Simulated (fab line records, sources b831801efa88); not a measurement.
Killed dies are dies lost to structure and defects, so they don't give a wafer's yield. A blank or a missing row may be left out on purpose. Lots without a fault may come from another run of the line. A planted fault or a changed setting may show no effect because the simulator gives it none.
fab line records | flow sky130
record lots=13 wafers=39 last_day=51
route steps=708 shown VIA4@641 METAL5@661 PAD_OPEN@708
lots that met no fault: from a run of the same line without faults
start_h: hours from the record's first day to the start of the lot's first wafer shown | wait_h: hours since the lot's step before | " the same as in the row above | L1.1+2: a row that stands for several wafers | - no value, or no start given | * or withheld: withheld | < > ~ a bound
route shown NAME@n: a module of which the file shows steps, and the number in the route of the first | usual: mean/standard deviation of fault-free wafers | same: alike in all rows | chamber/n: place in a boat | sites: the reading at each site | _std_site: their standard deviation | _edge_site: outer sites' mean less inner sites' | radius_mm: how far each site lies from the wafer's centre | mask NAME#n: copy n | behind: the tool/chamber that last shaped the wafer | hold: why the lot was held/for how many hours/how that ended | device: the transistor (n, p or np) that didn't switch | end of line: the same wafers' tests at the end of the route | a step without rows: its recipe alone | killed: dies lost to structure and defects at the first sort, not the wafer's yield | map: a wafer's dies, x killed, . not, _ none there
set.NAME: the setting as run; set.NAME@STEP: as run at that earlier step | model.NAME: the simulator's own value behind a step, which no gauge read
steps of the route over a sample of lots; a table a step, a row a wafer
services: from which hour (start_h, from the record's first day; less than 0 if before it) a tool's chamber was out of use, for how many hours, and why
## steps
# step SKY_VIA4_CMP_02
# recipe material=SiO2 down_force_psi=4 platen_rpm=60 pad_velocity_m_s=0.94248
# usual motor_current_A=12.8/2
# columns lot.wafer tool chamber start_h wait_h motor_current_A
L974.4 cmp-01 1 967.62 0.1 10.7
L974.1 " 2 " " 16.5
L974.2 " 3 " " 12.6
L977.1 cmp-02 2 1011.05 0.1 14.8
L977.4 " 3 " " 12.8
L977.5 " 2 " " 16.0
L979.1 cmp-01 2 1027.82 0.1 15.9
L979.4 " 3 " " 12.4
L979.5 " 0 " " 10.5
L980.4 cmp-02 3 1042.39 0.0 13.4
L980.1 " 0 " " 14.5
L980.6 " 3 " " 13.1
L982.2 cmp-02 3 1043.06 0.0 12.7
L982.3 " 2 " " 15.8
L982.6 " 0 " " 13.2
L981.2 cmp-01 3 1046.72 0.0 12.3
L981.1 " 0 " " 10.4
L981.5 " 3 " " 13.2
L987.4 cmp-01 3 1081.62 0.0 12.7
L987.1 " 0 " " 10.8
L987.6 " 3 " " 12.4
L986.4 cmp-01 3 1083.27 0.1 13.2
L986.1 " 0 " " 10.0
L986.6 " 2 " " 16.3
L985.1 cmp-01 1 1085.62 0.5 10.1
L985.6 " 2 " " 15.9
L985.5 " 3 " " 12.4
L990.3 cmp-02 1 1088.79 0.0 10.3
L990.4 " 3 " " 12.6
L990.5 " 2 " " 15.5
L993.1 cmp-02 1 1103.35 0.1 11.0
L993.6 " 3 " " 13.1
L993.5 " 0 " " 13.4
L996.3 cmp-02 0 1116.36 0.1 14.0
L996.1 " 2 " " 15.7
L996.5 " 0 " " 13.0
L997.2 cmp-01 0 1128.69 0.1 10.6
L997.5 " 3 " " 12.2
L997.6 " 0 " " 10.1
# step SKY_METAL5_SPUTTER_00
# recipe material=Ti target_thk_nm=15 power_w=3000 time_s=10 chamber_pressure_pa=0.4
# usual throttle_valve_pct=29.7/1.1
# columns lot.wafer tool chamber start_h wait_h throttle_valve_pct
L974.1 pvd_sputter-02 - 992.28 0.2 30.1
L974.2 " - " " 28.9
L974.4 " - " " 31.3
L977.1 pvd_sputter-04 - 1035.47 0.2 28.9
L977.4 " - " " 28.6
L977.5 " - " " 29.6
L979.1 pvd_sputter-02 - 1052.26 0.2 30.3
L979.4 " - " " 31.2
L979.5 " - " " 30.2
L980.1 pvd_sputter-01 - 1064.10 0.2 28.1
L980.4 " - " " 31.4
L980.6 " - " " 31.4
L982.2 pvd_sputter-01 - 1065.43 0.2 30.3
L982.3 " - " " 28.5
L982.6 " - " " 28.3
L981.1 pvd_sputter-01 - 1069.03 0.1 30.5
L981.2 " - " " 31.4
L981.5 " - " " 28.4
L987.1 pvd_sputter-02 - 1103.22 0.2 30.4
L987.4 " - " " 29.2
L987.6 " - " " 30.6
L986.1 pvd_sputter-04 - 1105.31 0.2 29.8
L986.4 " - " " 30.0
L986.6 " - " " 29.0
L985.1 pvd_sputter-01 - 1107.29 0.1 31.3
L985.5 " - " " 30.4
L985.6 " - " " 28.3
L990.3 pvd_sputter-04 - 1110.94 0.2 29.1
L990.4 " - " " 29.3
L990.5 " - " " 29.1
L993.1 pvd_sputter-01 - 1124.38 0.2 30.3
L993.5 " - " " 31.4
L993.6 " - " " 30.2
L996.1 pvd_sputter-01 - 1138.01 0.2 30.3
L996.3 " - " " 28.5
L996.5 " - " " 28.5
L997.2 pvd_sputter-04 - 1148.74 0.2 29.6
L997.5 " - " " 28.9
L997.6 " - " " 28.4
# step SKY_METAL5_THK_MEAS_06
# recipe thk_meas_gauge=xrf reads=AlCu_of_METAL5_SPUTTER_02
# usual METAL5_ALCU_THK=1131/13
# columns lot.wafer tool chamber start_h wait_h METAL5_ALCU_THK[nm]
L974.1 film_metro-01 - 992.56 0.1 1144
L974.2 " - " " 1150
L974.4 " - " " 1169
L977.1 film_metro-04 - 1035.76 0.1 1138
L977.4 " - " " 1117
L977.5 " - " " 1123
L979.1 film_metro-01 - 1052.54 0.1 1138
L979.4 " - " " 1133
L979.5 " - " " 1125
L980.1 film_metro-01 - 1064.38 0.1 1124
L980.4 " - " " 1127
L980.6 " - " " 1119
L982.2 film_metro-01 - 1065.73 0.1 1120
L982.3 " - " " 1122
L982.6 " - " " 1116
L981.1 film_metro-04 - 1069.31 0.1 1131
L981.2 " - " " 1138
L981.5 " - " " 1141
L987.1 film_metro-04 - 1103.50 0.1 1137
L987.4 " - " " 1146
L987.6 " - " " 1137
L986.1 film_metro-02 - 1105.60 0.1 1143
L986.4 " - " " 1144
L986.6 " - " " 1153
L985.1 film_metro-01 - 1107.58 0.1 1128
L985.5 " - " " 1126
L985.6 " - " " 1103
L990.3 film_metro-01 - 1111.24 0.1 1131
L990.4 " - " " 1133
L990.5 " - " " 1133
L993.1 film_metro-01 - 1124.66 0.1 1113
L993.5 " - " " 1120
L993.6 " - " " 1116
L996.1 film_metro-04 - 1138.30 0.1 1127
L996.3 " - " " 1134
L996.5 " - " " 1118
L997.2 film_metro-01 - 1149.03 0.1 1119
L997.5 " - " " 1134
L997.6 " - " " 1124
# step SKY_METAL5_CLEAN_18
# recipe chemistry=IPA time_s=180 temp_c=25
# columns lot.wafer tool chamber start_h wait_h
L974.1+2+4 wet_bench-03 0 1016.58 0.0
L977.1+4+5 wet_bench-03 3 1057.45 0.0
L979.1+4+5 wet_bench-03 3 1074.29 0.0
L980.1+4+6 wet_bench-02 2 1085.88 0.0
L982.2+3+6 wet_bench-04 2 1087.33 0.0
L981.1+2+5 wet_bench-03 2 1090.79 0.0
L987.1+4+6 wet_bench-02 1 1123.42 0.0
L986.1+4+6 wet_bench-03 1 1126.39 0.0
L985.1+5+6 wet_bench-03 2 1128.26 0.0
L990.3+4+5 wet_bench-03 0 1131.43 0.0
L993.1+5+6 wet_bench-03 0 1144.23 0.0
L996.1+3+5 wet_bench-04 2 1157.07 0.0
L997.2+5+6 wet_bench-04 1 1167.83 0.0
# step SKY_PAD_OPEN_PROBE_99
# usual defect_limited_yield=82.4/2.1 killed_at_M0_to_M3=44/7.4 killed_at_M4_up=3.2/2 killed_at_contacts=24/5.1 killed_at_front_end=15/4.8 killed_at_other=0.2/0.46 killed_dies=86/10 killed_on_rim=17/3.6 killed_open=47/7.5 killed_short=39/7 sort_bin_3_pad_short=0.9/0.4 sort_bin_5_function=10.4/1.5 sort_bin_6_memory=6.3/1.2 sort_n_pass=406/10 sort_yield_pct=82.4/2.1
# same gross_dies=492 killed_at_back_side=0 sort_bin_4_leakage[%]=0 sort_bin_8_speed[%]=0
# columns lot.wafer tool chamber start_h wait_h defect_limited_yield[%] killed_at_M0_to_M3 killed_at_M4_up killed_at_contacts killed_at_front_end killed_at_other killed_dies killed_on_rim killed_open killed_short sort_bin_3_pad_short[%] sort_bin_5_function[%] sort_bin_6_memory[%] sort_n_pass sort_yield_pct[%]
L974.1 prober-01 - 1064.19 0.1 81.9 40 5 26 17 1 89 20 47 41 0.6 12.6 4.9 403 81.9
L974.2 prober-01 - 1064.24 0.1 84.3 44 3 20 10 0 77 9 45 31 0.2 9.3 6.1 415 84.3
L974.4 prober-01 - 1064.34 0.2 81.7 49 3 16 22 0 90 20 58 32 1.0 11.6 5.7 402 81.7
L977.1 prober-01 - 1101.83 0.1 86.4 26 7 23 11 0 67 14 32 35 0.8 8.9 3.9 425 86.4
L977.4 prober-01 - 1101.98 0.2 82.5 46 1 23 16 0 86 21 55 31 0.8 11.6 5.1 406 82.5
L977.5 prober-01 - 1102.03 0.2 82.5 42 3 26 15 0 86 15 45 41 1.4 10.0 6.1 406 82.5
L979.1 prober-02 - 1117.70 0.1 82.7 49 7 23 6 0 85 13 43 42 1.2 10.6 5.5 407 82.7
L979.4 prober-02 - 1117.85 0.2 81.5 54 3 20 14 0 91 15 47 43 1.0 11.2 6.3 401 81.5
L979.5 prober-02 - 1117.90 0.2 79.5 53 9 26 12 1 101 25 50 51 1.4 13.6 5.5 391 79.5
L980.1 prober-01 - 1128.77 0.1 84.8 41 3 20 11 0 75 15 37 38 1.0 8.7 5.5 417 84.8
L980.4 prober-01 - 1128.92 0.2 81.3 42 4 32 14 0 92 19 47 45 1.2 10.4 7.1 400 81.3
L980.6 prober-01 - 1129.02 0.2 85.8 39 3 12 16 0 70 14 41 29 0.6 8.9 4.7 422 85.8
L982.2 prober-02 - 1130.23 0.1 82.5 51 5 24 6 0 86 13 36 47 0.4 11.2 5.9 406 82.5
L982.3 prober-02 - 1130.28 0.2 82.9 42 2 27 11 2 84 14 38 44 1.6 10.8 4.7 408 82.9
L982.6 prober-02 - 1130.43 0.2 82.9 39 6 28 11 0 84 17 41 43 1.6 10.0 5.5 408 82.9
L981.1 prober-01 - 1133.79 0.1 81.9 39 5 28 17 0 89 19 48 40 0.2 12.2 5.7 403 81.9
L981.2 prober-01 - 1133.84 0.1 85.2 33 1 27 12 0 73 12 51 22 0.4 8.5 5.9 419 85.2
L981.5 prober-01 - 1133.99 0.2 86.4 30 4 14 19 0 67 13 40 27 0.8 6.9 5.9 425 86.4
L987.1 prober-02 - 1163.71 0.1 81.9 53 0 22 14 0 89 17 49 40 1.4 9.3 7.3 403 81.9
L987.4 prober-02 - 1163.86 0.2 81.1 40 5 31 16 1 93 14 39 53 0.8 11.0 7.1 399 81.1
L987.6 prober-02 - 1163.96 0.2 80.7 52 4 27 12 0 95 19 42 53 0.6 12.6 6.1 397 80.7
L986.1 prober-01 - 1166.98 0.1 80.7 47 5 31 12 0 95 17 44 51 1.2 10.2 7.9 397 80.7
L986.4 prober-01 - 1167.13 0.2 87.6 33 2 17 9 0 61 13 36 22 1.0 6.5 4.9 431 87.6
L986.6 prober-01 - 1167.23 0.2 83.3 44 4 18 15 1 82 20 47 35 0.4 8.7 7.5 410 83.3
L985.1 prober-02 - 1167.29 0.1 82.5 48 2 20 16 0 86 16 50 35 0.8 10.6 6.1 406 82.5
L985.5 prober-02 - 1167.49 0.2 84.6 37 0 24 15 0 76 14 38 37 0.6 8.7 6.1 416 84.6
L985.6 prober-02 - 1167.54 0.2 82.9 43 0 19 22 0 84 18 40 43 0.6 10.0 6.5 408 82.9
L990.3 prober-02 - 1170.81 0.2 75.6 40 52 20 8 0 120 30 31 38 5.1 13.2 6.1 372 75.6
L990.4 prober-02 - 1170.86 0.2 72.8 41 58 21 14 0 134 29 32 46 3.5 16.3 7.5 358 72.8
L990.5 prober-02 - 1170.91 0.2 73.0 48 56 18 11 0 133 27 45 35 3.5 18.5 5.1 359 73.0
L993.1 prober-02 - 1182.77 0.1 73.0 49 53 22 8 1 133 30 45 39 3.7 15.4 7.9 359 73.0
L993.5 prober-02 - 1182.97 0.2 72.6 44 57 22 12 0 135 30 47 34 5.3 15.0 7.1 357 72.6
L993.6 prober-02 - 1183.02 0.2 72.8 41 55 25 13 0 134 24 47 32 4.1 17.1 6.1 358 72.8
L996.1 prober-01 - 1193.35 0.1 79.5 57 6 27 11 0 101 21 58 43 1.0 11.6 7.9 391 79.5
L996.3 prober-01 - 1193.45 0.2 81.1 41 4 35 13 0 93 15 47 46 0.6 12.2 6.1 399 81.1
L996.5 prober-01 - 1193.55 0.2 79.7 55 2 23 20 0 100 17 52 48 1.4 13.6 5.3 392 79.7
L997.2 prober-02 - 1211.88 0.1 81.9 58 2 15 14 0 89 17 43 46 0.6 11.0 6.5 403 81.9
L997.5 prober-02 - 1212.03 0.2 80.7 53 3 27 12 0 95 20 52 43 0.4 12.8 6.1 397 80.7
L997.6 prober-02 - 1212.08 0.2 83.9 41 3 23 11 1 79 12 50 29 0.8 9.1 6.1 413 83.9
# killed by level:class
L974.1 CONTACT:geometric_particle:open=12 VIA1:geometric_particle:open=12 LI_CONTACT:geometric_particle:short=7 FIELD_ISO:geometric_particle:short=6 VIA1:geometric_particle:short=6 METAL2:geometric_particle:short=6 METAL4:geometric_particle:short=4 POLY_GATE:geometric_particle:short=3
L974.2 VIA1:geometric_particle:open=13 CONTACT:geometric_particle:open=8 VIA2:geometric_particle:open=7 METAL2:geometric_particle:short=6 LI_CONTACT:geometric_particle:open=5 LOCAL_INTERCONNECT:geometric_particle:short=5 VIA3:geometric_particle:open=5 VIA1:geometric_particle:short=4
L974.4 VIA1:geometric_particle:open=12 VIA3:geometric_particle:open=12 POLY_GATE:geometric_particle:open=8 LI_CONTACT:geometric_particle:open=7 VIA2:geometric_particle:open=6 POLY_GATE:geometric_particle:short=4 VIA3:geometric_particle:short=4 FIELD_ISO:geometric_particle:open=3
L977.1 LI_CONTACT:geometric_particle:open=7 CONTACT:geometric_particle:short=5 METAL1:geometric_particle:short=5 METAL4:geometric_particle:short=5 POLY_GATE:geometric_particle:open=4 LOCAL_INTERCONNECT:geometric_particle:short=4 CONTACT:geometric_particle:open=4 VIA1:geometric_particle:open=4
L977.4 VIA2:geometric_particle:open=10 CONTACT:geometric_particle:open=9 LI_CONTACT:geometric_particle:open=8 METAL1:geometric_particle:short=7 VIA1:geometric_particle:open=6 VIA3:geometric_particle:open=6 METAL1:geometric_particle:open=5 VIA1:geometric_particle:short=5
L977.5 CONTACT:geometric_particle:open=12 VIA2:geometric_particle:open=11 POLY_GATE:geometric_particle:short=7 VIA1:geometric_particle:open=7 METAL2:geometric_particle:short=6 CONTACT:geometric_particle:short=5 VIA1:geometric_particle:short=5 POLY_GATE:geometric_particle:open=4
L979.1 VIA2:geometric_particle:open=11 CONTACT:geometric_particle:open=10 VIA1:geometric_particle:open=10 LOCAL_INTERCONNECT:geometric_particle:short=7 METAL4:geometric_particle:short=7 VIA1:geometric_particle:short=6 METAL2:geometric_particle:short=5 LI_CONTACT:geometric_particle:open=4
L979.4 VIA3:geometric_particle:open=12 VIA1:geometric_particle:open=11 VIA2:geometric_particle:open=8 LOCAL_INTERCONNECT:geometric_particle:short=6 CONTACT:geometric_particle:open=6 FIELD_ISO:geometric_particle:short=5 VIA2:geometric_particle:short=5 METAL2:geometric_particle:short=4
L979.5 VIA1:geometric_particle:open=13 VIA2:geometric_particle:open=10 METAL4:geometric_particle:short=9 CONTACT:geometric_particle:open=8 METAL2:geometric_particle:short=8 LI_CONTACT:geometric_particle:open=6 VIA3:geometric_particle:open=6 METAL1:geometric_particle:short=5
L980.1 CONTACT:geometric_particle:open=10 METAL2:geometric_particle:short=9 VIA1:geometric_particle:open=8 VIA3:geometric_particle:open=6 POLY_GATE:geometric_particle:short=4 VIA1:geometric_particle:short=4 VIA2:geometric_particle:open=4 FIELD_ISO:geometric_particle:short=3
L980.4 CONTACT:geometric_particle:open=11 LI_CONTACT:geometric_particle:open=8 CONTACT:geometric_particle:short=7 VIA1:geometric_particle:open=6 VIA2:geometric_particle:open=6 METAL2:geometric_particle:short=6 POLY_GATE:geometric_particle:short=5 VIA3:geometric_particle:open=5
L980.6 VIA1:geometric_particle:open=10 CONTACT:geometric_particle:open=6 VIA2:geometric_particle:open=6 FIELD_ISO:geometric_particle:short=5 METAL1:geometric_particle:short=5 METAL3:geometric_particle:short=5 POLY_GATE:geometric_particle:open=4 FIELD_ISO:geometric_particle:open=3
L982.2 VIA1:geometric_particle:open=9 METAL2:geometric_particle:short=9 CONTACT:geometric_particle:open=9 METAL1:geometric_particle:short=9 LI_CONTACT:geometric_particle:open=6 VIA2:geometric_particle:open=6 CONTACT:geometric_particle:short=5 VIA1:geometric_particle:short=5
L982.3 CONTACT:geometric_particle:open=12 METAL1:geometric_particle:short=11 VIA1:geometric_particle:open=8 VIA3:geometric_particle:open=7 LOCAL_INTERCONNECT:geometric_particle:short=6 CONTACT:geometric_particle:short=6 POLY_GATE:geometric_particle:short=5 FIELD_ISO:geometric_particle:short=4
L982.6 LI_CONTACT:geometric_particle:open=9 VIA1:geometric_particle:open=9 CONTACT:geometric_particle:open=8 VIA1:geometric_particle:short=7 METAL2:geometric_particle:short=7 METAL4:geometric_particle:short=5 FIELD_ISO:geometric_particle:short=4 LI_CONTACT:geometric_particle:short=4
L981.1 CONTACT:geometric_particle:open=10 METAL2:geometric_particle:short=8 VIA1:geometric_particle:open=7 FIELD_ISO:geometric_particle:open=6 LI_CONTACT:geometric_particle:open=6 METAL1:geometric_particle:short=6 LOCAL_INTERCONNECT:geometric_particle:short=5 VIA3:geometric_particle:open=5
L981.2 LI_CONTACT:geometric_particle:open=11 CONTACT:geometric_particle:open=9 VIA3:geometric_particle:open=7 VIA1:geometric_particle:open=7 VIA2:geometric_particle:open=6 FIELD_ISO:geometric_particle:open=4 CONTACT:geometric_particle:short=4 METAL1:geometric_particle:short=4
L981.5 LI_CONTACT:geometric_particle:open=7 VIA1:geometric_particle:open=6 FIELD_ISO:geometric_particle:open=5 POLY_GATE:geometric_particle:short=5 CONTACT:geometric_particle:open=5 VIA2:geometric_particle:open=5 VIA3:geometric_particle:open=5 POLY_GATE:geometric_particle:open=4
L987.1 VIA2:geometric_particle:open=12 VIA1:geometric_particle:open=10 METAL2:geometric_particle:short=7 LI_CONTACT:geometric_particle:open=6 LI_CONTACT:geometric_particle:short=6 FIELD_ISO:geometric_particle:short=5 VIA3:geometric_particle:open=5 VIA3:geometric_particle:short=5
L987.4 LI_CONTACT:geometric_particle:open=11 FIELD_ISO:geometric_particle:short=9 VIA1:geometric_particle:open=9 CONTACT:geometric_particle:short=7 METAL1:geometric_particle:short=7 VIA2:geometric_particle:open=6 VIA2:geometric_particle:short=5 LI_CONTACT:geometric_particle:short=4
L987.6 METAL1:geometric_particle:short=9 METAL2:geometric_particle:short=8 LI_CONTACT:geometric_particle:open=8 VIA3:geometric_particle:open=8 CONTACT:geometric_particle:open=7 VIA1:geometric_particle:short=7 VIA2:geometric_particle:open=7 LOCAL_INTERCONNECT:geometric_particle:short=5
L986.1 VIA1:geometric_particle:open=12 LI_CONTACT:geometric_particle:open=10 VIA1:geometric_particle:short=10 CONTACT:geometric_particle:short=7 CONTACT:geometric_particle:open=7 METAL2:geometric_particle:short=5 VIA3:geometric_particle:short=5 METAL3:geometric_particle:short=4
L986.4 VIA1:geometric_particle:open=14 LI_CONTACT:geometric_particle:open=6 CONTACT:geometric_particle:open=5 LOCAL_INTERCONNECT:geometric_particle:short=4 METAL1:geometric_particle:short=4 FIELD_ISO:geometric_particle:open=3 METAL2:geometric_particle:short=3 VIA2:geometric_particle:open=3
L986.6 VIA1:geometric_particle:open=14 CONTACT:geometric_particle:open=7 VIA3:geometric_particle:open=6 LI_CONTACT:geometric_particle:open=4 VIA1:geometric_particle:short=4 METAL1:geometric_particle:short=4 METAL2:geometric_particle:short=4 VIA2:geometric_particle:short=4
L985.1 VIA1:geometric_particle:open=14 CONTACT:geometric_particle:open=8 METAL1:geometric_particle:short=8 VIA2:geometric_particle:open=7 VIA3:geometric_particle:open=6 LI_CONTACT:geometric_particle:open=5 METAL2:geometric_particle:short=5 FIELD_ISO:geometric_particle:open=4
L985.5 VIA2:geometric_particle:open=9 FIELD_ISO:geometric_particle:open=8 LI_CONTACT:geometric_particle:open=7 METAL1:geometric_particle:short=7 LOCAL_INTERCONNECT:geometric_particle:short=6 VIA1:geometric_particle:open=5 METAL2:geometric_particle:short=5 CONTACT:geometric_particle:short=4
L985.6 VIA1:geometric_particle:open=10 CONTACT:geometric_particle:open=8 METAL2:geometric_particle:short=8 METAL1:geometric_particle:short=7 CONTACT:geometric_particle:short=6 VIA1:geometric_particle:short=5 FIELD_ISO:geometric_particle:short=4 FIELD_ISO:geometric_particle:open=4
L990.3 METAL5:unspecified=51 CONTACT:geometric_particle:short=8 METAL2:geometric_particle:short=7 VIA1:geometric_particle:open=7 CONTACT:geometric_particle:open=6 VIA2:geometric_particle:open=5 VIA2:geometric_particle:short=5 METAL3:geometric_particle:short=4
L990.4 METAL5:unspecified=56 VIA2:geometric_particle:open=9 METAL2:geometric_particle:short=8 LOCAL_INTERCONNECT:geometric_particle:short=7 CONTACT:geometric_particle:short=5 METAL1:geometric_particle:short=5 VIA1:geometric_particle:open=5 FIELD_ISO:geometric_particle:short=4
L990.5 METAL5:unspecified=53 VIA1:geometric_particle:open=12 VIA2:geometric_particle:open=7 CONTACT:geometric_particle:open=6 VIA2:geometric_particle:short=5 METAL1:geometric_particle:short=5 LI_CONTACT:geometric_particle:short=4 LI_CONTACT:geometric_particle:open=4
L993.1 METAL5:unspecified=49 VIA1:geometric_particle:open=11 CONTACT:geometric_particle:open=9 VIA1:geometric_particle:short=7 LOCAL_INTERCONNECT:geometric_particle:short=7 METAL2:geometric_particle:short=7 VIA2:geometric_particle:open=6 VIA3:geometric_particle:open=6
L993.5 METAL5:unspecified=54 VIA1:geometric_particle:open=11 LI_CONTACT:geometric_particle:open=8 CONTACT:geometric_particle:open=8 VIA2:geometric_particle:open=7 METAL1:geometric_particle:short=6 POLY_GATE:geometric_particle:short=5 METAL2:geometric_particle:short=5
L993.6 METAL5:unspecified=55 VIA1:geometric_particle:open=12 CONTACT:geometric_particle:open=10 METAL2:geometric_particle:short=6 LI_CONTACT:geometric_particle:open=5 LI_CONTACT:geometric_particle:short=5 VIA2:geometric_particle:open=5 VIA3:geometric_particle:open=5
L996.1 VIA1:geometric_particle:open=12 VIA2:geometric_particle:open=10 CONTACT:geometric_particle:open=8 LI_CONTACT:geometric_particle:open=7 VIA3:geometric_particle:open=7 METAL1:geometric_particle:short=6 VIA2:geometric_particle:short=6 POLY_GATE:geometric_particle:open=5
L996.3 CONTACT:geometric_particle:open=12 VIA1:geometric_particle:open=9 METAL1:geometric_particle:short=7 LI_CONTACT:geometric_particle:short=6 LI_CONTACT:geometric_particle:open=6 LOCAL_INTERCONNECT:geometric_particle:short=5 METAL2:geometric_particle:short=5 VIA2:geometric_particle:short=4
L996.5 VIA1:geometric_particle:open=13 VIA1:geometric_particle:short=9 CONTACT:geometric_particle:open=7 VIA2:geometric_particle:open=7 LOCAL_INTERCONNECT:geometric_particle:short=6 POLY_GATE:geometric_particle:open=5 POLY_GATE:geometric_particle:short=5 METAL1:geometric_particle:short=5
L997.2 VIA1:geometric_particle:open=12 METAL1:geometric_particle:short=10 VIA3:geometric_particle:open=9 CONTACT:geometric_particle:open=7 VIA1:geometric_particle:short=7 METAL2:geometric_particle:short=6 CONTACT:geometric_particle:short=4 VIA3:geometric_particle:short=4
L997.5 CONTACT:geometric_particle:open=11 VIA2:geometric_particle:open=11 VIA1:geometric_particle:open=10 VIA1:geometric_particle:short=10 CONTACT:geometric_particle:short=8 METAL2:geometric_particle:short=6 FIELD_ISO:geometric_particle:short=5 FIELD_ISO:geometric_particle:open=5
L997.6 CONTACT:geometric_particle:open=12 VIA2:geometric_particle:open=9 LI_CONTACT:geometric_particle:open=7 VIA1:geometric_particle:open=6 METAL2:geometric_particle:short=5 METAL1:geometric_particle:short=4 FIELD_ISO:geometric_particle:open=3 POLY_GATE:geometric_particle:open=3
## services
# columns tool chamber start_h hours kind
pvd_sputter-02 - 959.12 5.3 repair
cmp-02 - 974.12 4.5 pm
cmp-02 - 985.45 2.4 repair
cmp-02 - 988.12 0.4 repair
cmp-01 - 990.89 0.7 repair
pvd_sputter-01 3 1016.56 - consumable_replace:kit
pvd_sputter-01 3 1016.56 18.0 scheduled_down
pvd_sputter-01 3 1016.56 18.0 vent_cycle
pvd_sputter-04 - 1017.32 0.9 repair
cmp-01 - 1017.92 0.7 repair
cmp-02 - 1033.42 1.7 repair
cmp-01 - 1051.07 0.5 repair
cmp-01 - 1051.89 2.3 repair
pvd_sputter-04 - 1060.28 27.0 repair
cmp-01 - 1077.10 2.1 repair
cmp-02 - 1084.00 4.0 pm
cmp-02 - 1088.00 - consumable_replace:conditioner
cmp-02 - 1088.00 - consumable_replace:pad
cmp-01 - 1099.52 4.6 pm
pvd_sputter-02 - 1110.58 10.9 repair
pvd_sputter-02 - 1123.22 4.9 repair
cmp-02 - 1137.21 2.1 repair
pvd_sputter-04 - 1149.58 3.2 repair
wet_bench-03 - 1162.96 1.1 repair
## key
first_sign step=SKY_PAD_OPEN_PROBE_99 reading=killed_at_M4_up direction=up sigmas=27 usual=3.2 struck=55.2
effect step=SKY_PAD_OPEN_PROBE_99 reading=sort_bin_3_pad_short direction=up sigmas=8.2 usual=0.9 struck=4.2
met_at SKY_METAL5_CLEAN_18
struck_lots L990,L993
not_acting_at SKY_VIA4_CMP_02,SKY_METAL5_SPUTTER_00,SKY_METAL5_THK_MEAS_06
onset_between 1128.26 1131.43
fault kind=chamber_particle_source tool=wet_bench-03 chamber=- onset_h=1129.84 steps=SKY_METAL5_CLEAN_18 rate_per_visit_cm2=1.4501 end_h=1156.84
